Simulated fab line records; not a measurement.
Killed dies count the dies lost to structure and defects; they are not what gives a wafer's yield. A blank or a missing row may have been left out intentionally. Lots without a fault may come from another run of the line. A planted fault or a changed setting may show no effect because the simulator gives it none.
Which tool is to blame? -- flow sky130 -- 7 lots, 20 wafers sampled, at 3 steps of a route of 708

## WHAT THE GAUGES SHOWED, per wafer
SKY_PWDE_OVL_MEAS_07.
lot,measured,on,PWDE_OVL (nm)
L844,day 4 02:12,overlay-01,-0.1 1.7 0.3
L847,day 4 21:02,overlay-01,0.9 1.4 0.9
L852,day 5 23:39,overlay-01,- -
L859,day 7 13:24,overlay-02,-1.3 -0.8 0.2
L861,day 8 02:01,overlay-01,1.1 -1.0 -0.6
L863,day 8 11:00,overlay-02,-0.1 -0.8 -0.8
L865,day 8 23:51,overlay-01,0.7 2.1 0.8

## WHAT TOOL EACH LOT RAN ON (gives the tool, then ch and the chambers of the sampled wafers, and finally the start)
lot,SKY_FIELD_ISO_ETCH_15,SKY_PWDE_DEVELOP_06
L844,"rie_diel-01 ch 0,2, day 2 09:28","litho_track-02 ch 0, day 4 02:00"
L847,"rie_diel-01 ch 0,2,3, day 3 04:42","litho_track-01 ch 0, day 4 20:00"
L852,"rie_diel-01 ch 1,3, day 4 04:04","litho_track-01 ch 0, day 5 23:00"
L859,"rie_diel-02 ch 0,2,3, day 5 16:06","litho_track-02 ch 0, day 7 13:00"
L861,"rie_diel-01 ch 0,3, day 6 02:10","litho_track-02 ch 0, day 8 01:00"
L863,"rie_diel-02 ch 0,2, day 6 12:34","litho_track-03 ch 0, day 8 10:00"
L865,"rie_diel-01 ch 0,1,2, day 7 00:27","litho_track-03 ch 0, day 8 23:00"
- SKY_FIELD_ISO_ETCH_15: etches the open film in CHF3/O2, stops on Si, target depth 180 nm, time 72 s.
- SKY_PWDE_DEVELOP_06: develop time 60 s.

## THE ANSWER, worked out from the rows above alone
Rule: the lots themselves supply what counts as usual. The widest of any qualifying gaps counts: lots, ordered by their means at a reading, are off when they make up no more than a third of the lots, leave a main group of 4 or more, and stand apart from it by 3 or more times the standard deviation of that group's means. If all means in a main group match to the digits the tables above print for the reading, that group is not used. Also off: a lot with no number at a reading for which 4 or more lots have one. The other lots that the step has rows for count as sound.
Off: at SKY_PWDE_OVL_MEAS_07 (PWDE_OVL), L852. Without a number there: L852. The main group: mean 0.3 nm, standard deviation 0.75.
A tool fits if, at a process step before that reading, it ran every lot that is off, and no sound lot after the first of them. Gauges at SKY_PWDE_OVL_MEAS_07: tried the same way as those tools. One candidate fits, namely litho_track-01 at SKY_PWDE_DEVELOP_06. A fault onset in the window from L847 (day 4 20:00, its last sound lot) to L852 (day 5 23:00, its first lot off) fits.

## WHAT WAS PUT IN BY THE SIMULATOR
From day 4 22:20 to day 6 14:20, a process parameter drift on litho_track-01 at SKY_PWDE_DEVELOP_06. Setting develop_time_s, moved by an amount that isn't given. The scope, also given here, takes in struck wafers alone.
Lots struck among those shown: L852. The same result came from the rule above.
